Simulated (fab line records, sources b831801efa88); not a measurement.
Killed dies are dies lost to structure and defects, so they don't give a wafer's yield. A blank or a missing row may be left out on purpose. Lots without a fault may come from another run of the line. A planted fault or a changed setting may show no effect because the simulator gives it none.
fab line records | flow sky130
record lots=12 wafers=36 last_day=50
route steps=708 shown FIELD_ISO@26 VT_ADJUST_LVTN@105 PAD_OPEN@708
lots that met no fault: from a run of the same line without faults
start_h: hours from the record's first day to the start of the lot's first wafer shown | wait_h: hours since the lot's step before | " the same as in the row above | L1.1+2: a row that stands for several wafers | - no value, or no start given | * or withheld: withheld | < > ~ a bound
route shown NAME@n: a module of which the file shows steps, and the number in the route of the first | usual: mean/standard deviation of fault-free wafers | same: alike in all rows | chamber/n: place in a boat | sites: the reading at each site | _std_site: their standard deviation | _edge_site: outer sites' mean less inner sites' | radius_mm: how far each site lies from the wafer's centre | mask NAME#n: copy n | behind: the tool/chamber that last shaped the wafer | hold: why the lot was held/for how many hours/how that ended | device: the transistor (n, p or np) that didn't switch | end of line: the same wafers' tests at the end of the route | a step without rows: its recipe alone | killed: dies lost to structure and defects at the first sort, not the wafer's yield | map: a wafer's dies, x killed, . not, _ none there
set.NAME: the setting as run; set.NAME@STEP: as run at that earlier step | model.NAME: the simulator's own value behind a step, which no gauge read
steps of the route over a sample of lots; a table a step, a row a wafer
services: from which hour (start_h, from the record's first day; less than 0 if before it) a tool's chamber was out of use, for how many hours, and why
## steps
# step SKY_FIELD_ISO_THK_MEAS_25
# recipe reads=SiO2_of_FIELD_ISO_CVD_24
# usual FIELD_ISO_CVD_24_THK=594/5.6
# columns lot.wafer tool chamber start_h wait_h FIELD_ISO_CVD_24_THK[nm]
L443.1 film_metro-01 - 38.10 0.0 595
L443.3 " - " " 585
L443.4 " - " " 581
L444.1 film_metro-02 - 41.20 0.0 590
L444.3 " - " " 605
L444.6 " - " " 592
L447.1 film_metro-01 - 59.14 0.0 591
L447.2 " - " " 591
L447.4 " - " " 592
L448.1 film_metro-02 - 63.52 0.0 600
L448.3 " - " " 597
L448.4 " - " " 597
L450.2 film_metro-03 - 72.32 0.0 589
L450.3 " - " " 602
L450.5 " - " " 594
L451.1 film_metro-01 - 77.94 0.0 592
L451.3 " - " " 596
L451.5 " - " " 588
L452.1 film_metro-03 - 83.72 0.0 597
L452.2 " - " " 598
L452.6 " - " " 598
L453.3 film_metro-01 - 88.14 0.1 596
L453.4 " - " " 595
L453.5 " - " " 588
L462.3 film_metro-01 - 137.71 0.1 596
L462.4 " - " " 594
L462.5 " - " " 587
L463.2 film_metro-02 - 141.88 0.0 595
L463.3 " - " " 594
L463.6 " - " " 596
L464.1 film_metro-03 - 149.95 0.0 594
L464.3 " - " " 595
L464.6 " - " " 592
L465.2 film_metro-03 - 151.65 0.0 583
L465.3 " - " " 600
L465.4 " - " " 601
# step SKY_FIELD_ISO_CMP_27
# recipe stop_on=Si3N4 t_overpolish_s=16 down_force_psi=4 platen_rpm=60 target_thk_nm=457.8 pad_velocity_m_s=0.94248
# usual motor_current_A=12.1/1 overpolish_run_s=16.000/0.0088 slurry_flow_ml_min=150.0/0.46 time_to_endpoint_s=119/4.1
# same t_overpolish_s=16
# columns lot.wafer tool chamber start_h wait_h motor_current_A overpolish_run_s slurry_flow_ml_min time_to_endpoint_s
L443.4 cmp-02 2 40.78 0.0 11.5 16.003 150.3 119
L443.1 " 3 " " 11.0 16.008 150.0 126
L443.3 " 1 " " 12.1 15.996 149.5 118
L444.1 cmp-02 2 42.81 0.1 11.2 15.993 150.0 116
L444.3 " 3 " " 11.1 16.001 149.8 123
L444.6 " 2 " " 11.5 15.988 150.5 121
L447.1 cmp-01 3 60.70 0.0 11.8 16.010 150.4 117
L447.4 " 0 " " 11.5 16.006 149.9 123
L447.2 " 2 " " 12.9 15.994 150.0 119
L448.1 cmp-02 3 65.28 0.1 10.6 16.010 149.9 123
L448.4 " 0 " " 13.8 16.006 149.4 115
L448.3 " 1 " " 12.0 16.013 150.2 117
L450.2 cmp-02 0 75.21 0.1 14.2 16.008 149.6 119
L450.3 " 2 " " 12.1 15.992 150.1 121
L450.5 " 3 " " 11.3 16.007 150.6 122
L451.3 cmp-01 0 79.55 0.1 12.7 16.010 150.4 112
L451.1 " 1 " " 11.4 15.994 149.8 118
L451.5 " 0 " " 12.2 15.993 150.6 110
L452.2 cmp-01 0 85.28 0.0 12.1 16.002 150.1 115
L452.1 " 2 " " 13.4 16.001 150.2 111
L452.6 " 1 " " 11.7 16.003 149.2 118
L453.3 cmp-02 0 89.68 0.0 13.7 15.993 149.9 116
L453.4 " 3 " " 10.4 16.014 149.9 120
L453.5 " 1 " " 12.8 16.010 150.2 120
L462.4 cmp-02 2 140.57 0.0 11.5 15.980 150.0 116
L462.3 " 3 " " 10.1 16.002 149.7 120
L462.5 " 2 " " 11.2 16.005 149.7 116
L463.2 cmp-02 3 147.48 0.0 10.9 16.003 149.6 120
L463.3 " 1 " " 11.9 16.005 149.8 120
L463.6 " 3 " " 10.7 16.001 149.8 124
L464.3 cmp-02 0 152.82 0.1 14.1 15.992 149.8 113
L464.1 " 1 " " 12.1 16.003 149.2 116
L464.6 " 3 " " 10.4 15.990 150.0 118
L465.3 cmp-01 2 154.27 0.1 13.3 16.007 150.7 123
L465.4 " 3 " " 12.0 15.997 150.6 117
L465.2 " 0 " " 11.6 15.995 150.4 115
# step SKY_VT_ADJUST_LVTN_IMPLANT_08
# recipe species=B energy_kev=30 dose_cm2=1.57e+12 tilt_deg=withheld
# usual dose_ions_cm2=1.5704e+12/1.5e+09 faraday_current_uA=8.87/0.17
# columns lot.wafer tool chamber start_h wait_h dose_ions_cm2 faraday_current_uA
L443.1 implanter-02 0 152.01 0.0 1.5693e+12 8.63
L443.3 " 0 " " 1.571e+12 8.84
L443.4 " 0 " " 1.5683e+12 8.86
L444.1 implanter-04 0 153.52 0.0 1.5681e+12 8.63
L444.3 " 0 " " 1.5682e+12 8.62
L444.6 " 0 " " 1.572e+12 9.06
L447.1 implanter-04 0 177.72 0.0 1.5722e+12 9.00
L447.2 " 0 " " 1.5742e+12 8.54
L447.4 " 0 " " 1.5723e+12 8.73
L448.1 implanter-04 0 182.82 0.0 1.5704e+12 9.07
L448.3 " 0 " " 1.572e+12 8.84
L448.4 " 0 " " 1.57e+12 8.55
L450.2 implanter-04 0 194.89 0.0 1.572e+12 8.89
L450.3 " 0 " " 1.5732e+12 8.94
L450.5 " 0 " " 1.5712e+12 9.16
L451.1 implanter-04 0 199.07 0.0 1.5707e+12 8.69
L451.3 " 0 " " 1.5739e+12 8.78
L451.5 " 0 " " 1.5713e+12 8.71
L452.1 implanter-04 0 206.87 0.0 2.0614e+12 10.74
L452.2 " 0 " " 2.063e+12 11.60
L452.6 " 0 " " 2.0632e+12 11.78
L453.3 implanter-04 0 212.96 0.1 2.0643e+12 11.67
L453.4 " 0 " " 2.0643e+12 11.80
L453.5 " 0 " " 2.0632e+12 11.34
L462.3 implanter-01 0 276.80 0.1 1.5695e+12 8.94
L462.4 " 0 " " 1.5691e+12 8.57
L462.5 " 0 " " 1.5692e+12 8.66
L463.2 implanter-04 0 286.19 0.0 1.5719e+12 8.72
L463.3 " 0 " " 1.5696e+12 8.84
L463.6 " 0 " " 1.5701e+12 8.94
L464.1 implanter-04 0 290.81 0.0 1.5724e+12 8.88
L464.3 " 0 " " 1.5713e+12 8.95
L464.6 " 0 " " 1.5697e+12 9.12
L465.2 implanter-04 0 298.35 0.0 1.5692e+12 9.19
L465.3 " 0 " " 1.5711e+12 8.90
L465.4 " 0 " " 1.5711e+12 8.62
# step SKY_VT_ADJUST_LVTN_STRIP_09
# recipe chemistry=O2/N2 power_w=1400 pressure_mtorr=1500 platen_temp_c=withheld o2_flow_sccm=3000 n2_flow_sccm=300 overash_fraction=0.5
# usual drypump_motor_current_A=5.3/0.44 oes_product_au=0.723/0.0049 strip_time_to_endpoint_s=36.88/0.099
# columns lot.wafer tool chamber start_h wait_h drypump_motor_current_A oes_product_au rf_hours_counter_h strip_time_to_endpoint_s
L443.1 plasma_asher-04 0 152.16 0.1 5.9 0.738 4 37.02
L443.3 " 1 " " 4.7 0.727 - 36.96
L443.4 " 0 " " 5.9 0.727 - 37.00
L444.1 plasma_asher-04 0 153.67 0.1 5.9 0.723 4 36.85
L444.3 " 0 " " 5.9 0.725 - 36.78
L444.6 " 0 " " 5.9 0.726 - 36.90
L447.1 plasma_asher-03 1 177.87 0.1 5.4 0.719 37 36.98
L447.2 " 0 " " 5.5 0.722 37 37.00
L447.4 " 1 " " 5.3 0.723 - 36.96
L448.1 plasma_asher-01 1 182.97 0.1 5.1 0.719 51 36.98
L448.3 " 1 " " 5.1 0.729 - 36.98
L448.4 " 0 " " 4.9 0.714 - 36.91
L450.2 plasma_asher-04 0 195.01 0.1 6.0 0.722 8 36.89
L450.3 " 0 " " 6.0 0.725 - 36.85
L450.5 " 1 " " 4.7 0.717 - 36.82
L451.1 plasma_asher-04 0 199.22 0.1 5.9 0.720 8 36.99
L451.3 " 0 " " 5.9 0.726 - 36.85
L451.5 " 0 " " 5.9 0.724 - 36.90
L452.1 plasma_asher-01 1 207.02 0.1 5.1 0.721 53 36.79
L452.2 " 0 " " 4.9 0.727 53 36.78
L452.6 " 1 " " 5.1 0.715 - 36.83
L453.3 plasma_asher-04 1 213.09 0.1 4.7 0.722 - 36.83
L453.4 " 0 " " 5.9 0.725 - 36.74
L453.5 " 0 " " 5.9 0.723 - 36.79
L462.3 plasma_asher-01 1 276.93 0.1 5.1 0.722 - 36.92
L462.4 " 0 " " 4.9 0.730 - 36.87
L462.5 " 1 " " 5.1 0.726 - 36.94
L463.2 plasma_asher-01 1 286.31 0.1 5.1 0.715 60 36.92
L463.3 " 0 " " 4.9 0.719 - 36.89
L463.6 " 0 " " 4.9 0.735 - 36.89
L464.1 plasma_asher-04 0 290.96 0.1 5.9 0.719 18 36.78
L464.3 " 1 " " 4.7 0.727 - 36.93
L464.6 " 1 " " 4.7 0.719 - 36.90
L465.2 plasma_asher-04 0 298.47 0.1 5.9 0.723 18 36.97
L465.3 " 0 " " 5.9 0.722 - 36.81
L465.4 " 1 " " 4.8 0.718 - 36.77
# step SKY_VT_ADJUST_LVTN_TW_MEAS_10
# usual VT_ADJUST_LVTN_TW=240.6/1.2
# columns lot.wafer tool chamber start_h wait_h VT_ADJUST_LVTN_TW
L443.1 film_metro-04 - 152.26 0.1 239.4
L443.3 " - " " 239.8
L443.4 " - " " 239.1
L444.1 film_metro-04 - 153.77 0.1 239.9
L444.3 " - " " 239.3
L444.6 " - " " 239.9
L447.1 film_metro-02 - 177.97 0.1 242.7
L447.2 " - " " 242.5
L447.4 " - " " 241.5
L448.1 film_metro-04 - 183.07 0.1 240.6
L448.3 " - " " 239.7
L448.4 " - " " 241.2
L450.2 film_metro-04 - 195.12 0.1 240.7
L450.3 " - " " 239.5
L450.5 " - " " 241.5
L451.1 film_metro-02 - 199.32 0.1 241.2
L451.3 " - " " 240.2
L451.5 " - " " 241.7
L452.1 film_metro-02 - 207.12 0.1 260.6
L452.2 " - " " 262.4
L452.6 " - " " 260.7
L453.3 film_metro-01 - 213.18 0.1 259.0
L453.4 " - " " 259.7
L453.5 " - " " 259.1
L462.3 film_metro-01 - 277.02 0.1 242.1
L462.4 " - " " 240.5
L462.5 " - " " 239.0
L463.2 film_metro-01 - 286.42 0.1 239.5
L463.3 " - " " 240.9
L463.6 " - " " 240.6
L464.1 film_metro-02 - 291.06 0.1 243.9
L464.3 " - " " 243.2
L464.6 " - " " 242.7
L465.2 film_metro-01 - 298.58 0.1 238.1
L465.3 " - " " 238.9
L465.4 " - " " 239.8
# step SKY_PAD_OPEN_PROBE_99
# usual killed_at_M0_to_M3=43/7.1 killed_at_M4_up=3.1/1.7 killed_at_contacts=23/5.1 killed_at_front_end=14/4.4 killed_at_other=0.3/0.47 killed_dies=84/9.9 killed_open=45/6.6 killed_short=38/6.8
# same gross_dies=492 killed_at_back_side=0
# columns lot.wafer tool chamber start_h wait_h killed_at_M0_to_M3 killed_at_M4_up killed_at_contacts killed_at_front_end killed_at_other killed_dies killed_open killed_short
L443.1 prober-01 - 1085.34 0.1 49 4 24 11 0 88 52 36
L443.3 prober-01 - 1085.44 0.2 50 2 16 21 0 89 52 37
L443.4 prober-01 - 1085.49 0.2 30 4 25 13 1 73 45 28
L444.1 prober-02 - 1091.95 0.1 43 1 23 10 0 77 50 27
L444.3 prober-02 - 1092.05 0.2 43 1 22 23 1 90 52 38
L444.6 prober-02 - 1092.20 0.2 41 1 23 26 1 92 47 45
L447.1 prober-01 - 1108.27 0.1 40 3 21 12 0 76 29 47
L447.2 prober-01 - 1108.32 0.1 34 6 26 9 0 75 37 38
L447.4 prober-01 - 1108.42 0.2 48 4 29 8 0 89 43 46
L448.1 prober-02 - 1120.61 0.1 44 1 28 7 0 80 42 38
L448.3 prober-02 - 1120.71 0.2 42 4 24 27 0 97 53 44
L448.4 prober-02 - 1120.76 0.2 40 5 22 19 1 87 39 48
L450.2 prober-01 - 1126.59 0.1 43 0 18 14 0 75 34 41
L450.3 prober-01 - 1126.64 0.2 55 1 24 12 0 92 48 44
L450.5 prober-01 - 1126.74 0.2 36 1 17 16 1 71 35 36
L451.1 prober-02 - 1131.52 0.1 43 3 23 19 1 89 39 50
L451.3 prober-02 - 1131.62 0.2 32 4 29 13 0 78 49 29
L451.5 prober-02 - 1131.72 0.2 27 1 26 7 1 62 31 31
L452.1 prober-01 - 1138.43 0.1 46 5 23 12 1 87 43 44
L452.2 prober-01 - 1138.48 0.1 35 1 28 10 0 74 43 31
L452.6 prober-01 - 1138.68 0.2 44 6 27 10 0 87 45 42
L453.3 prober-02 - 1143.90 0.2 36 4 20 19 0 79 43 36
L453.4 prober-02 - 1143.95 0.2 54 5 25 19 0 103 57 46
L453.5 prober-02 - 1144.00 0.2 50 3 24 9 0 86 41 45
L462.3 prober-01 - 1187.15 0.2 41 4 16 10 1 72 38 34
L462.4 prober-01 - 1187.20 0.2 45 3 16 11 0 75 43 32
L462.5 prober-01 - 1187.25 0.2 37 3 25 14 0 79 47 32
L463.2 prober-02 - 1197.32 0.1 46 6 26 22 0 100 63 37
L463.3 prober-02 - 1197.37 0.2 47 2 21 17 0 87 52 35
L463.6 prober-02 - 1197.52 0.2 47 2 33 15 1 98 57 41
L464.1 prober-01 - 1198.20 0.1 61 6 27 23 0 117 63 54
L464.3 prober-01 - 1198.30 0.2 41 2 24 6 0 73 41 32
L464.6 prober-01 - 1198.45 0.2 48 4 33 13 0 98 54 44
L465.2 prober-02 - 1203.04 0.1 39 4 22 13 1 79 37 42
L465.3 prober-02 - 1203.09 0.2 43 3 29 7 0 82 40 42
L465.4 prober-02 - 1203.14 0.2 33 4 27 9 0 73 38 35
# killed by level:class
L443.1 VIA1:geometric_particle:open=11 VIA2:geometric_particle:open=10 LI_CONTACT:geometric_particle:open=7 CONTACT:geometric_particle:open=7 VIA3:geometric_particle:open=6 METAL3:geometric_particle:short=5 FIELD_ISO:geometric_particle:short=4 METAL2:geometric_particle:short=4
L443.3 VIA1:geometric_particle:open=14 CONTACT:geometric_particle:open=7 POLY_GATE:geometric_particle:short=6 VIA3:geometric_particle:open=5 LI_CONTACT:geometric_particle:open=5 FIELD_ISO:geometric_particle:open=4 POLY_GATE:geometric_particle:open=4 VIA2:geometric_particle:short=4
L443.4 LI_CONTACT:geometric_particle:open=9 CONTACT:geometric_particle:open=8 VIA3:geometric_particle:open=8 VIA1:geometric_particle:open=6 FIELD_ISO:geometric_particle:open=4 METAL1:geometric_particle:short=4 METAL2:geometric_particle:short=4 VIA2:geometric_particle:open=4
L444.1 METAL2:geometric_particle:short=10 VIA1:geometric_particle:open=9 LI_CONTACT:geometric_particle:open=8 CONTACT:geometric_particle:open=8 VIA2:geometric_particle:open=7 VIA3:geometric_particle:open=7 POLY_GATE:geometric_particle:open=4 LOCAL_INTERCONNECT:geometric_particle:short=4
L444.3 VIA1:geometric_particle:open=17 FIELD_ISO:geometric_particle:open=6 LI_CONTACT:geometric_particle:open=6 FIELD_ISO:geometric_particle:short=5 CONTACT:geometric_particle:open=5 VIA3:geometric_particle:open=5 POLY_GATE:geometric_particle:short=4 POLY_GATE:geometric_particle:open=4
L444.6 VIA1:geometric_particle:open=14 LOCAL_INTERCONNECT:geometric_particle:short=8 CONTACT:geometric_particle:short=7 FIELD_ISO:geometric_particle:short=6 VIA1:geometric_particle:short=6 CONTACT:geometric_particle:open=5 VIA3:geometric_particle:open=5 FIELD_ISO:geometric_particle:open=4
L447.1 CONTACT:geometric_particle:open=7 METAL1:geometric_particle:short=7 CONTACT:geometric_particle:short=6 VIA1:geometric_particle:short=6 METAL2:geometric_particle:short=6 FIELD_ISO:geometric_particle:short=4 VIA1:geometric_particle:open=4 VIA2:geometric_particle:open=4
L447.2 VIA1:geometric_particle:open=10 CONTACT:geometric_particle:open=9 CONTACT:geometric_particle:short=9 LOCAL_INTERCONNECT:geometric_particle:short=5 VIA1:geometric_particle:short=5 METAL4:geometric_particle:short=5 VIA2:geometric_particle:open=5 METAL1:geometric_particle:short=4
L447.4 CONTACT:geometric_particle:open=13 VIA1:geometric_particle:short=9 METAL1:geometric_particle:short=8 LI_CONTACT:geometric_particle:open=7 VIA2:geometric_particle:open=7 VIA1:geometric_particle:open=6 METAL2:geometric_particle:short=5 METAL3:geometric_particle:short=5
L448.1 CONTACT:geometric_particle:open=11 METAL1:geometric_particle:short=7 VIA1:geometric_particle:open=7 METAL2:geometric_particle:short=7 LI_CONTACT:geometric_particle:open=6 VIA2:geometric_particle:open=6 CONTACT:geometric_particle:short=5 VIA1:geometric_particle:short=5
L448.3 VIA1:geometric_particle:open=10 FIELD_ISO:geometric_particle:open=9 FIELD_ISO:geometric_particle:short=8 CONTACT:geometric_particle:open=8 VIA3:geometric_particle:open=8 POLY_GATE:geometric_particle:short=7 VIA2:geometric_particle:open=6 LI_CONTACT:geometric_particle:open=5
L448.4 CONTACT:geometric_particle:open=10 METAL2:geometric_particle:short=8 FIELD_ISO:geometric_particle:short=7 VIA1:geometric_particle:open=6 LOCAL_INTERCONNECT:geometric_particle:short=5 METAL1:geometric_particle:short=4 VIA2:geometric_particle:short=4 VIA3:geometric_particle:open=4
L450.2 VIA1:geometric_particle:open=13 VIA1:geometric_particle:short=7 CONTACT:geometric_particle:short=5 LI_CONTACT:geometric_particle:open=5 METAL1:geometric_particle:short=5 VIA3:geometric_particle:open=5 FIELD_ISO:geometric_particle:short=4 METAL2:geometric_particle:short=4
L450.3 VIA1:geometric_particle:open=16 CONTACT:geometric_particle:open=11 METAL2:geometric_particle:short=8 LI_CONTACT:geometric_particle:open=7 VIA2:geometric_particle:open=6 METAL1:geometric_particle:short=6 VIA2:geometric_particle:short=5 METAL3:geometric_particle:short=4
L450.5 VIA1:geometric_particle:open=8 VIA2:geometric_particle:short=6 FIELD_ISO:geometric_particle:short=5 CONTACT:geometric_particle:open=5 FIELD_ISO:geometric_particle:open=4 LI_CONTACT:geometric_particle:open=4 CONTACT:geometric_particle:short=4 VIA1:geometric_particle:short=4
L451.1 VIA1:geometric_particle:open=12 FIELD_ISO:geometric_particle:short=8 CONTACT:geometric_particle:short=7 FIELD_ISO:geometric_particle:open=6 METAL1:geometric_particle:short=6 CONTACT:geometric_particle:open=5 VIA2:geometric_particle:open=5 LI_CONTACT:geometric_particle:open=4
L451.3 LI_CONTACT:geometric_particle:open=11 CONTACT:geometric_particle:open=10 VIA1:geometric_particle:open=10 METAL1:geometric_particle:short=5 FIELD_ISO:geometric_particle:open=4 VIA3:geometric_particle:open=4 POLY_GATE:geometric_particle:short=4 VIA2:geometric_particle:open=4
L451.5 CONTACT:geometric_particle:open=7 LI_CONTACT:geometric_particle:open=6 METAL2:geometric_particle:short=6 VIA2:geometric_particle:open=6 LI_CONTACT:geometric_particle:short=5 CONTACT:geometric_particle:short=4 METAL2:geometric_particle:open=3 FIELD_ISO:geometric_particle:short=3
L452.1 CONTACT:geometric_particle:open=11 METAL2:geometric_particle:short=9 VIA2:geometric_particle:open=7 VIA1:geometric_particle:open=6 LI_CONTACT:geometric_particle:open=6 VIA2:geometric_particle:short=6 POLY_GATE:geometric_particle:open=4 CONTACT:geometric_particle:short=4
L452.2 CONTACT:geometric_particle:open=17 VIA1:geometric_particle:open=10 METAL1:geometric_particle:short=6 METAL2:geometric_particle:short=5 VIA2:geometric_particle:open=5 LI_CONTACT:geometric_particle:open=4 CONTACT:geometric_particle:short=4 FIELD_ISO:geometric_particle:open=3
L452.6 CONTACT:geometric_particle:open=14 VIA1:geometric_particle:open=13 METAL2:geometric_particle:short=9 VIA3:geometric_particle:open=7 METAL1:geometric_particle:short=6 FIELD_ISO:geometric_particle:short=4 LI_CONTACT:geometric_particle:open=4 LOCAL_INTERCONNECT:geometric_particle:short=4
L453.3 VIA1:geometric_particle:open=9 VIA2:geometric_particle:open=7 POLY_GATE:geometric_particle:short=6 POLY_GATE:geometric_particle:open=6 CONTACT:geometric_particle:open=6 METAL1:geometric_particle:short=5 FIELD_ISO:geometric_particle:short=4 CONTACT:geometric_particle:short=4
L453.4 VIA1:geometric_particle:open=11 VIA2:geometric_particle:open=10 LI_CONTACT:geometric_particle:open=9 METAL2:geometric_particle:short=8 METAL3:geometric_particle:short=7 FIELD_ISO:geometric_particle:short=6 POLY_GATE:geometric_particle:open=5 CONTACT:geometric_particle:open=5
L453.5 VIA1:geometric_particle:open=13 METAL1:geometric_particle:short=11 CONTACT:geometric_particle:short=8 CONTACT:geometric_particle:open=8 VIA2:geometric_particle:open=7 LI_CONTACT:geometric_particle:open=4 METAL2:geometric_particle:short=4 VIA2:geometric_particle:short=4
L462.3 VIA1:geometric_particle:open=9 METAL2:geometric_particle:short=9 VIA3:geometric_particle:open=6 VIA2:geometric_particle:open=5 CONTACT:geometric_particle:open=4 LI_CONTACT:geometric_particle:open=3 LOCAL_INTERCONNECT:geometric_particle:short=3 CONTACT:geometric_particle:short=3
L462.4 VIA1:geometric_particle:short=9 VIA2:geometric_particle:open=7 VIA1:geometric_particle:open=7 VIA3:geometric_particle:open=6 LI_CONTACT:geometric_particle:open=5 CONTACT:geometric_particle:open=5 FIELD_ISO:geometric_particle:open=4 VIA2:geometric_particle:short=3
L462.5 VIA1:geometric_particle:open=9 VIA2:geometric_particle:open=8 POLY_GATE:geometric_particle:open=7 CONTACT:geometric_particle:short=6 CONTACT:geometric_particle:open=6 VIA3:geometric_particle:open=6 LI_CONTACT:geometric_particle:open=5 LI_CONTACT:geometric_particle:short=5
L463.2 VIA1:geometric_particle:open=15 LI_CONTACT:geometric_particle:open=13 VIA2:geometric_particle:open=8 FIELD_ISO:geometric_particle:open=7 POLY_GATE:geometric_particle:open=7 CONTACT:geometric_particle:short=5 CONTACT:geometric_particle:open=5 VIA1:geometric_particle:short=5
L463.3 VIA1:geometric_particle:open=9 VIA3:geometric_particle:open=8 CONTACT:geometric_particle:open=8 METAL2:geometric_particle:short=7 VIA2:geometric_particle:open=7 LI_CONTACT:geometric_particle:open=6 POLY_GATE:geometric_particle:open=5 FIELD_ISO:geometric_particle:open=4
L463.6 CONTACT:geometric_particle:open=13 LI_CONTACT:geometric_particle:open=9 VIA1:geometric_particle:open=8 POLY_GATE:geometric_particle:open=6 CONTACT:geometric_particle:short=6 METAL1:geometric_particle:short=6 VIA1:geometric_particle:short=5 VIA2:geometric_particle:open=5
L464.1 VIA1:geometric_particle:open=11 CONTACT:geometric_particle:open=9 LI_CONTACT:geometric_particle:open=9 VIA3:geometric_particle:open=9 METAL2:geometric_particle:short=9 VIA1:geometric_particle:short=8 CONTACT:geometric_particle:short=8 VIA2:geometric_particle:open=7
L464.3 VIA3:geometric_particle:open=10 VIA1:geometric_particle:open=9 METAL1:geometric_particle:short=7 CONTACT:geometric_particle:short=6 CONTACT:geometric_particle:open=6 VIA2:geometric_particle:open=6 LI_CONTACT:geometric_particle:short=4 LI_CONTACT:geometric_particle:open=3
L464.6 CONTACT:geometric_particle:open=12 LI_CONTACT:geometric_particle:open=10 VIA1:geometric_particle:open=9 VIA1:geometric_particle:short=7 FIELD_ISO:geometric_particle:short=6 METAL2:geometric_particle:short=6 VIA3:geometric_particle:open=6 VIA2:geometric_particle:open=5
L465.2 VIA1:geometric_particle:open=10 CONTACT:geometric_particle:open=7 FIELD_ISO:geometric_particle:short=6 VIA3:geometric_particle:short=6 LI_CONTACT:geometric_particle:open=6 LOCAL_INTERCONNECT:geometric_particle:short=5 METAL1:geometric_particle:short=5 METAL2:geometric_particle:short=5
L465.3 VIA1:geometric_particle:open=10 METAL1:geometric_particle:short=9 LI_CONTACT:geometric_particle:open=8 CONTACT:geometric_particle:open=8 LI_CONTACT:geometric_particle:short=5 FIELD_ISO:geometric_particle:short=4 METAL2:geometric_particle:short=4 VIA2:geometric_particle:open=4
L465.4 LI_CONTACT:geometric_particle:open=9 CONTACT:geometric_particle:open=8 VIA1:geometric_particle:open=6 VIA1:geometric_particle:short=5 METAL3:geometric_particle:short=4 CONTACT:geometric_particle:short=4 VIA2:geometric_particle:open=4 METAL2:geometric_particle:short=4
## services
# columns tool chamber start_h hours kind
plasma_asher-03 - 24.79 2.8 pm
cmp-02 - 29.02 3.8 pm
plasma_asher-04 - 40.07 2.8 pm
cmp-01 - 64.00 4.0 pm
implanter-01 - 64.90 1.7 repair
implanter-02 - 67.74 2.8 repair
plasma_asher-01 - 74.16 14.6 pm
cmp-01 - 89.87 17.0 pm
cmp-02 - 108.21 0.3 repair
plasma_asher-04 - 108.75 9.0 pm
cmp-02 - 119.47 1.0 repair
cmp-01 - 147.91 1.3 repair
cmp-01 - 150.96 2.1 repair
plasma_asher-01 - 166.14 3.9 repair
cmp-01 - 181.59 2.5 repair
cmp-02 - 182.49 1.9 repair
cmp-01 - 194.60 5.6 repair
cmp-01 - 201.29 4.0 repair
cmp-01 - 212.41 7.2 pm
cmp-02 - 224.52 5.4 pm
cmp-02 - 232.02 4.0 pm
cmp-01 - 250.27 1.0 repair
plasma_asher-01 - 253.97 2.3 repair
cmp-01 - 269.16 1.7 repair
## key
first_sign step=SKY_VT_ADJUST_LVTN_IMPLANT_08 reading=dose_ions_cm2 direction=up sigmas=99+ usual=* struck=*
effect step=SKY_VT_ADJUST_LVTN_IMPLANT_08 reading=faraday_current_uA direction=up sigmas=15 usual=8.87 struck=11.49
effect step=SKY_VT_ADJUST_LVTN_TW_MEAS_10 reading=VT_ADJUST_LVTN_TW direction=up sigmas=17 usual=240.6 struck=260.2
met_at SKY_VT_ADJUST_LVTN_IMPLANT_08
struck_lots L452,L453
tester_left_out L452,L453
not_acting_at SKY_FIELD_ISO_THK_MEAS_25,SKY_FIELD_ISO_CMP_27,SKY_VT_ADJUST_LVTN_STRIP_09
onset_between 199.07 206.87
fault kind=process_parameter_drift tool=implanter-04 chamber=- onset_h=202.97 steps=SKY_VT_ADJUST_LVTN_IMPLANT_08 channel=dose_cm2 offset=* shape=step end_h=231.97 acts_in=* stated=*
# tester_left_out: of these lots the tester's yield and bins aren't shown, on N5 and GAA mostly nor the transistor test; their killed dies are dies lost to structure and defects alone, not to doping, threshold or leakage, so they don't give the yield
